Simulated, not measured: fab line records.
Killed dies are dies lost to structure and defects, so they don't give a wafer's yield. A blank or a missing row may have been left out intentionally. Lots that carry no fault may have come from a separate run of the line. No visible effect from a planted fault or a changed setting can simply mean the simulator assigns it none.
Chamber matching -- flow gf180mcu -- GF_SAB_CVD_00 on pecvd-03 has 3 sister chambers
The step deposits SiO2 from TEOS, target thk 50 nm, time 4.9302 s. 6 wafers are shown with their chamber, then 7 later ones without.

== EACH WAFER AND ITS CHAMBER ==
wafer,chamber,heater power w (W),heater power outer w (W)
L573.5,2,574,357
L575.1,1,515,248
L575.2,0,814,458
L575.5,1,521,261
L576.1,2,590,342
L576.5,0,824,480

== WAFERS WHOSE CHAMBER IS MISSING ==
wafer,heater power w (W),heater power outer w (W)
L576.6,584,349
L577.1,785,447
L577.4,502,288
L577.5,497,293
L587.2,591,371
L587.3,508,254
L587.5,511,250

== CHAMBER TAKEN BY EACH ==
wafer,from the rows above,in truth
L576.6,2,2
L577.1,0,0
L577.4,1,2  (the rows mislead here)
L577.5,1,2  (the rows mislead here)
L587.2,2,2
L587.3,1,1
L587.5,1,1
Correct placement for 5 of the 7. From these rows, 0 cannot be placed. Number placed wrongly: 2.
How it was worked out, from the rows above alone: a wafer's distance from a chamber is the root of the sum, over the readings, of the square of ((its reading less the chamber's mean) divided by the reading's scatter). If the next closest chamber is less than 2 further off than the closest, the wafer can't be placed; otherwise it belongs to the closest. Each chamber's mean is taken over the wafers shown for it. The scatter: take each reading less its chamber's mean, square it, sum over the shown wafers, divide by the number of wafers less the number of chambers, and take the root.
